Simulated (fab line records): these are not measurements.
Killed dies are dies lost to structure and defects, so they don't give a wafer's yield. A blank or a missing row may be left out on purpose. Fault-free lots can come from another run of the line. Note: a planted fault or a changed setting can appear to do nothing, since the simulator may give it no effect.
fab line records | flow sky130
record lots=10 wafers=30 lastDay=50
route steps=708 shown FIELD_ISO@14 NWELL@64 LOCAL_INTERCONNECT@402 CONTACT@425 PAD_OPEN@708
lots that met no fault: taken from a fault-free run of the same line
startH: start of the lot's first displayed wafer, in hours after the record's first day | waitH: how many hours have passed since the lot's step before this one | " the same as in the row above | L1.1+2: one row covering several wafers at once | - no value present, or no start provided | * or withheld: withheld | < > ~ a bound
route shown NAME@n: names a module that has steps shown in the file, with the first one's number in the route | usual: mean/standard deviation of fault-free wafers | same: alike in all rows | chamber/n: place in a boat | sites: per-site readings | _std_site: standard deviation of those values | _edge_site: the outer-site mean with the inner-site mean subtracted | radiusMm: for every site, how far away it sits from the centre of the wafer | mask NAME#n: copy n | behind: the most recent tool/chamber to have shaped the wafer | hold: cause of the lot's hold/its duration in hours/its outcome | device: the n, p or np transistor that did not switch | end of line: the same wafers' tests at the end of the route | a step with no rows: only its recipe | killed: at the first sort, the dies lost to defects and structure; wafer yield is something else | map: dies across one wafer; x = killed, . = not, _ = none there
set.NAME: the run value of the setting; set.NAME@STEP: its run value at that earlier step | model.NAME: the simulator's own value behind a step, which no gauge read
a sample of lots followed through the steps of the route, with each step as a table and each wafer as a row
services: from which hour (startH, from the record's first day; less than 0 if before it) a tool's chamber was out of use, for how many hours, and why
## steps
# step SKY_FIELD_ISO_CD_MEAS_13
# recipe targetCdNm=150
# usual cdNm=149.8/1.5
# columns lot.wafer tool chamber startH waitH cdNm
L621.3 cdSem-01 - 28.88 - 149.9
L621.5 " - " " 151.5
L621.6 " - " " 149.6
L622.2 cdSem-01 - 35.17 - 150.9
L622.3 " - " " 150.8
L622.4 " - " " 150.4
L623.2 cdSem-01 - 38.62 - 149.9
L623.3 " - " " 149.1
L623.6 " - " " 149.8
L624.1 cdSem-01 - 46.02 - 148.5
L624.4 " - " " 146.1
L624.6 " - " " 148.8
L625.2 cdSem-01 - 49.39 - 146.5
L625.5 " - " " 147.9
L625.6 " - " " 148.1
L626.1 cdSem-01 - 55.14 - 151.3
L626.3 " - " " 150.3
L626.6 " - " " 151.7
L627.2 cdSem-01 - 59.12 - 150.1
L627.4 " - " " 150.5
L627.6 " - " " 151.2
L631.1 cdSem-01 - 81.64 - 147.8
L631.3 " - " " 148.5
L631.5 " - " " 150.0
L638.4 cdSem-01 - 119.75 - 151.3
L638.5 " - " " 151.9
L638.6 " - " " 151.5
L644.1 cdSem-02 - 149.02 - 150.0
L644.3 " - " " 152.1
L644.5 " - " " 149.7
# step SKY_NWELL_IMPLANT_11
# recipe species=P energyKev=400 doseCm2=1.9e+13 tiltDeg=withheld
# usual endStationPressureTorr=5.06e-06/2.6e-07
# columns lot.wafer tool chamber startH waitH endStationPressureTorr
L621.3 implanter-01 0 88.63 0.1 5.29e-06
L621.5 " 0 " " 4.89e-06
L621.6 " 0 " " 4.8e-06
L622.2 implanter-02 0 91.23 0.0 5.31e-06
L622.3 " 0 " " 5.55e-06
L622.4 " 0 " " 5.46e-06
L623.2 implanter-02 0 94.01 0.0 4.75e-06
L623.3 " 0 " " 5.18e-06
L623.6 " 0 " " 4.88e-06
L624.1 implanter-02 0 101.27 0.0 5.32e-06
L624.4 " 0 " " 5.02e-06
L624.6 " 0 " " 4.92e-06
L625.2 implanter-01 0 104.35 0.0 4.91e-06
L625.5 " 0 " " 4.88e-06
L625.6 " 0 " " 5.23e-06
L626.1 implanter-02 0 114.01 0.0 5.35e-06
L626.3 " 0 " " 5.5e-06
L626.6 " 0 " " 5.23e-06
L627.2 implanter-02 0 120.53 0.0 5.09e-06
L627.4 " 0 " " 4.9e-06
L627.6 " 0 " " 5.27e-06
L631.1 implanter-02 0 147.67 0.1 4.92e-06
L631.3 " 0 " " 5.19e-06
L631.5 " 0 " " 4.96e-06
L638.4 implanter-04 0 190.95 0.1 4.84e-06
L638.5 " 0 " " 4.67e-06
L638.6 " 0 " " 5.05e-06
L644.1 implanter-04 0 218.33 0.0 4.58e-06
L644.3 " 0 " " 5.01e-06
L644.5 " 0 " " 5.32e-06
# step SKY_NWELL_RS_MEAS_29
# recipe thkMeasGauge=four-point-probe
# usual NWELL_RS=624.8/1.7
# columns lot.wafer tool chamber startH waitH hold NWELL_RS[ohm/sq]
L621.3 filmMetro-03 - 106.96 0.1 - 623.8
L621.5 " - " " - 624.2
L621.6 " - " " - 625.5
L622.2 filmMetro-03 - 108.96 0.1 - 623.4
L622.3 " - " " - 624.0
L622.4 " - " " - 623.9
L623.2 filmMetro-03 - 112.76 0.1 - 626.6
L623.3 " - " " - 625.6
L623.6 " - " " - 625.9
L624.1 filmMetro-04 - 120.54 0.1 - 622.5
L624.4 " - " " - 624.9
L624.6 " - " " - 626.1
L625.2 filmMetro-04 - 123.16 0.1 - 626.6
L625.5 " - " " - 627.7
L625.6 " - " " - 627.0
L626.1 filmMetro-03 - 134.22 0.1 - 624.0
L626.3 " - " " - 624.9
L626.6 " - " " - 626.2
L627.2 filmMetro-04 - 139.70 0.1 - 623.6
L627.4 " - " " - 624.7
L627.6 " - " " - 623.8
L631.1 filmMetro-02 - 168.39 0.1 awaitDispo/0.2h/release 653.6
L631.3 " - " " awaitDispo/0.2h/release 654.2
L631.5 " - " " awaitDispo/0.2h/release 653.5
L631.1 filmMetro-02 - 168.75 0.3 - 654.8
L631.3 " - " " - 655.2
L631.5 " - " " - 653.1
L638.4 filmMetro-02 - 216.59 0.1 - 622.9
L638.5 " - " " - 621.1
L638.6 " - " " - 621.5
L644.1 filmMetro-03 - 243.59 0.1 - 625.3
L644.3 " - " " - 624.0
L644.5 " - " " - 623.7
# step SKY_LOCAL_INTERCONNECT_STRIP_15
# recipe chemistry=O2/N2 powerW=1400 pressureMtorr=1500 platenTempC=withheld o2FlowSccm=3000 n2FlowSccm=300 overashFraction=0.5
# usual drypumpMotorCurrentA=5.9/0.5 oesProductAu=0.427/0.0047 stripTimeToEndpointS=4.722/0.021
# columns lot.wafer tool chamber startH waitH drypumpMotorCurrentA oesProductAu rfHoursCounterH stripTimeToEndpointS
L621.3 plasmaAsher-01 0 704.95 0.1 5.7 0.423 - 4.686
L621.5 " 1 " " 5.9 0.423 - 4.687
L621.6 " 0 " " 5.7 0.429 - 4.698
L622.2 plasmaAsher-03 0 711.63 0.1 6.1 0.435 98 4.753
L622.3 " 1 " " 6.5 0.425 - 4.739
L622.4 " 0 " " 6.1 0.424 - 4.744
L623.2 plasmaAsher-03 1 716.08 0.1 6.5 0.431 99 4.734
L623.3 " 0 " " 6.1 0.434 - 4.786
L623.6 " 1 " " 6.5 0.430 - 4.764
L624.1 plasmaAsher-03 0 726.04 0.0 6.1 0.433 100 4.740
L624.4 " 1 " " 6.4 0.416 - 4.744
L624.6 " 1 " " 6.4 0.424 - 4.719
L625.2 plasmaAsher-01 1 740.32 0.0 5.9 0.435 65 4.707
L625.5 " 0 " " 5.7 0.427 - 4.719
L625.6 " 1 " " 5.9 0.424 - 4.699
L626.1 plasmaAsher-03 1 743.81 0.0 6.4 0.428 0 4.756
L626.3 " 1 " " 6.5 0.427 - 4.737
L626.6 " 1 " " 6.5 0.423 - 4.747
L627.2 plasmaAsher-03 1 758.86 0.0 6.4 0.432 1 4.705
L627.4 " 1 " " 6.5 0.426 - 4.708
L627.6 " 1 " " 6.5 0.425 - 4.705
L631.1 plasmaAsher-03 1 792.27 0.1 6.4 0.418 5 4.710
L631.3 " 1 " " 6.5 0.433 - 4.740
L631.5 " 1 " " 6.4 0.434 - 4.721
L638.4 plasmaAsher-04 0 852.07 0.1 5.0 0.428 - 4.743
L638.5 " 0 " " 5.0 0.431 - 4.742
L638.6 " 1 " " 5.4 0.424 - 4.747
L644.1 plasmaAsher-03 1 881.27 0.1 6.5 0.430 15 4.719
L644.3 " 1 " " 6.4 0.435 - 4.730
L644.5 " 0 " " 6.1 0.425 - 4.713
# step SKY_CONTACT_STRIP_19
# recipe chemistry=O2/N2 powerW=1400 pressureMtorr=1500 platenTempC=withheld o2FlowSccm=3000 n2FlowSccm=300 overashFraction=0.5
# usual drypumpMotorCurrentA=5.8/0.31 oesProductAu=0.380/0.0047 stripTimeToEndpointS=3.624/0.027
# columns lot.wafer tool chamber startH waitH drypumpMotorCurrentA oesProductAu rfHoursCounterH stripTimeToEndpointS
L621.3 plasmaAsher-01 1 733.96 - 5.9 0.370 - 3.569
L621.5 " 1 " " 5.9 0.384 - 3.589
L621.6 " 0 " " 5.8 0.380 - 3.597
L622.2 plasmaAsher-02 0 740.53 - 5.5 0.379 24 3.589
L622.3 " 1 " " 5.6 0.383 - 3.619
L622.4 " 0 " " 5.5 0.376 - 3.609
L623.2 plasmaAsher-03 1 744.98 - 6.5 0.387 0 3.640
L623.3 " 1 " " 6.5 0.390 - 3.629
L623.6 " 0 " " 6.1 0.375 - 3.665
L624.1 plasmaAsher-01 1 754.57 - 5.9 0.382 66 3.580
L624.4 " 0 " " 5.7 0.381 - 3.611
L624.6 " 1 " " 5.9 0.380 - 3.588
L625.2 plasmaAsher-01 0 769.01 - 5.7 0.377 68 3.629
L625.5 " 1 " " 5.9 0.383 - 3.641
L625.6 " 0 " " 5.7 0.382 - 3.632
L626.1 plasmaAsher-02 1 772.33 - 5.6 0.373 28 3.680
L626.3 " 1 " " 5.6 0.377 - 3.652
L626.6 " 0 " " 5.5 0.371 - 3.675
L627.2 plasmaAsher-02 1 787.26 - 5.6 0.382 30 3.653
L627.4 " 0 " " 5.5 0.376 - 3.615
L627.6 " 1 " " 5.6 0.381 - 3.611
L631.1 plasmaAsher-03 1 819.78 - 6.4 0.375 8 3.580
L631.3 " 1 " " 6.4 0.382 - 3.631
L631.5 " 0 " " 6.1 0.379 - 3.639
L638.4 plasmaAsher-02 1 879.22 - 5.6 0.377 - 3.613
L638.5 " 1 " " 5.5 0.383 - 3.624
L638.6 " 0 " " 5.6 0.385 - 3.613
L644.1 plasmaAsher-03 1 908.21 - 6.5 0.388 18 3.640
L644.3 " 0 " " 6.1 0.374 - 3.570
L644.5 " 1 " " 6.4 0.378 - 3.625
# step SKY_PAD_OPEN_PROBE_99
# usual killed_at_M0_to_M3=43/7.3 killed_at_M4_up=3.1/1.8 killedAtContacts=24/5.4 killedAtFrontEnd=15/4.1 killedAtOther=0.2/0.52 killedDies=86/10 killedOnRim=17/4.1 killedOpen=47/7.3 killedShort=39/6.4
# same grossDies=492 killedAtBackSide=0
# columns lot.wafer tool chamber startH waitH killed_at_M0_to_M3 killed_at_M4_up killedAtContacts killedAtFrontEnd killedAtOther killedDies killedOnRim killedOpen killedShort
L621.3 prober-01 - 1074.98 0.2 44 4 22 11 0 81 18 36 45
L621.5 prober-01 - 1075.08 0.2 34 5 19 13 0 71 13 33 37
L621.6 prober-01 - 1075.13 0.2 39 2 23 9 0 73 15 40 33
L622.2 prober-02 - 1077.82 0.1 46 4 22 13 2 87 18 43 44
L622.3 prober-02 - 1077.87 0.2 41 2 33 20 0 96 14 43 53
L622.4 prober-02 - 1077.92 0.2 42 2 23 16 0 83 19 45 38
L623.2 prober-01 - 1082.87 0.1 55 3 24 6 1 89 16 52 37
L623.3 prober-01 - 1082.92 0.2 44 5 27 12 0 88 18 43 45
L623.6 prober-01 - 1083.07 0.2 42 2 30 15 0 89 16 50 39
L625.2 prober-01 - 1101.42 0.1 35 3 28 13 0 79 15 47 31
L625.5 prober-01 - 1101.57 0.2 40 3 26 14 1 84 22 49 34
L625.6 prober-01 - 1101.62 0.2 44 1 30 14 0 89 20 54 35
L631.1 prober-01 - 1137.30 0.1 41 2 29 15 0 87 13 46 41
L631.3 prober-01 - 1137.40 0.2 43 1 17 13 0 74 12 44 30
L631.5 prober-01 - 1137.50 0.2 44 3 31 21 1 100 11 58 42
L638.4 prober-01 - 1178.75 0.2 39 3 18 13 0 73 13 45 28
L638.5 prober-01 - 1178.80 0.2 31 4 26 16 0 77 17 40 35
L638.6 prober-01 - 1178.85 0.2 36 2 24 19 0 81 16 50 31
# killed by level:class
L621.3 VIA1:geometricParticle:open=11 CONTACT:geometricParticle:open=9 METAL1:geometricParticle:short=9 CONTACT:geometricParticle:short=6 METAL3:geometricParticle:short=6 VIA1:geometricParticle:short=4 SPACER:geometricParticle:short=3 LOCAL_INTERCONNECT:geometricParticle:short=3
L621.5 VIA1:geometricParticle:open=10 LI_CONTACT:geometricParticle:open=6 CONTACT:geometricParticle:open=6 METAL4:geometricParticle:short=5 VIA1:geometricParticle:short=5 FIELD_ISO:geometricParticle:open=4 CONTACT:geometricParticle:short=4 METAL2:geometricParticle:short=4
L621.6 CONTACT:geometricParticle:open=12 VIA1:geometricParticle:open=11 METAL2:geometricParticle:short=8 CONTACT:geometricParticle:short=7 METAL1:geometricParticle:short=4 VIA2:geometricParticle:open=4 FIELD_ISO:geometricParticle:short=3 LI_CONTACT:geometricParticle:open=3
L622.2 VIA2:geometricParticle:open=11 CONTACT:geometricParticle:open=8 VIA1:geometricParticle:open=7 CONTACT:geometricParticle:short=6 METAL1:geometricParticle:short=6 METAL3:geometricParticle:short=5 VIA3:geometricParticle:open=5 POLY_GATE:geometricParticle:short=4
L622.3 VIA1:geometricParticle:open=11 CONTACT:geometricParticle:open=9 LOCAL_INTERCONNECT:geometricParticle:short=6 CONTACT:geometricParticle:short=6 METAL1:geometricParticle:short=6 FIELD_ISO:geometricParticle:short=5 FIELD_ISO:geometricParticle:open=5 LI_CONTACT:geometricParticle:open=5
L622.4 LI_CONTACT:geometricParticle:open=9 VIA1:geometricParticle:open=8 VIA2:geometricParticle:open=8 VIA2:geometricParticle:short=7 CONTACT:geometricParticle:open=6 LI_CONTACT:geometricParticle:short=4 METAL1:geometricParticle:short=4 FIELD_ISO:geometricParticle:short=3
L623.2 VIA1:geometricParticle:open=16 CONTACT:geometricParticle:open=11 VIA3:geometricParticle:open=9 METAL1:geometricParticle:short=8 VIA2:geometricParticle:open=6 METAL2:geometricParticle:short=5 VIA1:geometricParticle:short=4 CONTACT:geometricParticle:short=4
L623.3 METAL1:geometricParticle:short=10 CONTACT:geometricParticle:open=9 VIA2:geometricParticle:open=8 CONTACT:geometricParticle:short=8 METAL2:geometricParticle:short=7 VIA1:geometricParticle:open=6 LI_CONTACT:geometricParticle:open=5 VIA1:geometricParticle:short=4
L623.6 CONTACT:geometricParticle:open=14 LOCAL_INTERCONNECT:geometricParticle:short=9 VIA1:geometricParticle:open=8 VIA1:geometricParticle:short=6 POLY_GATE:geometricParticle:open=5 VIA3:geometricParticle:open=5 METAL1:geometricParticle:short=5 FIELD_ISO:geometricParticle:short=4
L625.2 CONTACT:geometricParticle:open=13 VIA1:geometricParticle:open=10 LI_CONTACT:geometricParticle:open=7 VIA3:geometricParticle:open=4 CONTACT:geometricParticle:short=4 VIA2:geometricParticle:open=4 FIELD_ISO:geometricParticle:open=3 FIELD_ISO:geometricParticle:short=3
L625.5 VIA1:geometricParticle:open=11 LI_CONTACT:geometricParticle:open=10 CONTACT:geometricParticle:open=9 METAL1:geometricParticle:short=7 VIA2:geometricParticle:open=5 POLY_GATE:geometricParticle:short=4 METAL2:geometricParticle:short=4 METAL3:geometricParticle:short=4
L625.6 LI_CONTACT:geometricParticle:open=11 VIA3:geometricParticle:open=11 VIA1:geometricParticle:open=8 CONTACT:geometricParticle:open=7 VIA2:geometricParticle:open=7 FIELD_ISO:geometricParticle:short=6 VIA3:geometricParticle:short=5 LI_CONTACT:geometricParticle:short=4
L631.1 CONTACT:geometricParticle:open=10 VIA3:geometricParticle:open=8 VIA2:geometricParticle:open=7 CONTACT:geometricParticle:short=7 VIA1:geometricParticle:open=6 VIA1:geometricParticle:short=6 FIELD_ISO:geometricParticle:short=5 POLY_GATE:geometricParticle:open=4
L631.3 VIA1:geometricParticle:open=12 VIA3:geometricParticle:open=7 LI_CONTACT:geometricParticle:open=6 CONTACT:geometricParticle:open=6 VIA2:geometricParticle:open=5 METAL3:geometricParticle:short=5 FIELD_ISO:geometricParticle:short=4 METAL1:geometricParticle:short=4
L631.5 VIA1:geometricParticle:open=13 CONTACT:geometricParticle:open=12 LI_CONTACT:geometricParticle:open=9 FIELD_ISO:geometricParticle:open=6 LI_CONTACT:geometricParticle:short=5 METAL2:geometricParticle:short=5 VIA3:geometricParticle:open=5 METAL1:geometricParticle:short=4
L638.4 VIA1:geometricParticle:open=11 VIA2:geometricParticle:open=8 CONTACT:geometricParticle:open=6 LI_CONTACT:geometricParticle:open=5 LOCAL_INTERCONNECT:geometricParticle:short=4 VIA1:geometricParticle:short=4 POLY_GATE:geometricParticle:open=3 POLY_GATE:geometricParticle:short=3
L638.5 LI_CONTACT:geometricParticle:open=9 CONTACT:geometricParticle:open=7 LOCAL_INTERCONNECT:geometricParticle:short=6 VIA1:geometricParticle:open=6 VIA3:geometricParticle:open=5 FIELD_ISO:geometricParticle:short=4 POLY_GATE:geometricParticle:short=4 METAL3:geometricParticle:short=4
L638.6 VIA2:geometricParticle:open=9 LI_CONTACT:geometricParticle:open=6 CONTACT:geometricParticle:open=6 VIA3:geometricParticle:open=6 POLY_GATE:geometricParticle:short=5 CONTACT:geometricParticle:short=5 SPACER:geometricParticle:open=4 LOCAL_INTERCONNECT:geometricParticle:short=4
## services
# columns tool chamber startH hours kind
plasmaAsher-03 - 89.49 14.6 pm
plasmaAsher-03 - 136.41 10.1 repair
implanter-02 - 149.04 1.9 repair
implanter-02 - 155.78 9.3 repair
plasmaAsher-03 - 214.73 5.4 repair
implanter-02 - 292.84 2.2 repair
implanter-02 - 341.40 0.9 repair
implanter-02 - 394.73 6.7 pm
plasmaAsher-03 - 460.92 0.6 repair
plasmaAsher-03 - 503.55 15.6 pm
implanter-02 - 510.49 1.0 repair
implanter-02 - 539.66 1.3 repair
plasmaAsher-03 - 621.64 1.5 repair
implanter-02 - 635.71 6.2 repair
plasmaAsher-03 - 679.74 5.6 repair
plasmaAsher-03 - 733.75 9.0 pm
implanter-02 - 760.93 1.7 repair
implanter-02 - 765.85 1.1 repair
plasmaAsher-03 - 768.92 2.3 repair
implanter-02 - 805.39 2.3 repair
implanter-02 - 808.41 0.7 repair
implanter-02 - 835.11 1.1 repair
implanter-02 - 844.37 4.8 pm
implanter-02 - 883.68 4.7 pm
## key
firstSign step=SKY_NWELL_RS_MEAS_29 reading=visit direction=added
effect step=SKY_NWELL_RS_MEAS_29 reading=NWELL_RS direction=up sigmas=17 usual=624.8 struck=653.8
metAt SKY_NWELL_IMPLANT_11
struckLots L631
testerLeftOut L631
notActingAt SKY_FIELD_ISO_CD_MEAS_13,SKY_LOCAL_INTERCONNECT_STRIP_15,SKY_CONTACT_STRIP_19
onsetBetween 120.53 147.67
fault kind=processParameterDrift tool=implanter-02 chamber=- onsetH=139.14 steps=SKY_NWELL_IMPLANT_11 channel=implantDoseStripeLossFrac offset=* shape=step endH=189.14
# testerLeftOut: of these lots the tester's yield and bins aren't shown, on N5 and GAA mostly nor the transistor test; their killed dies are dies lost to structure and defects alone, not to doping, threshold or leakage, so they don't give the yield
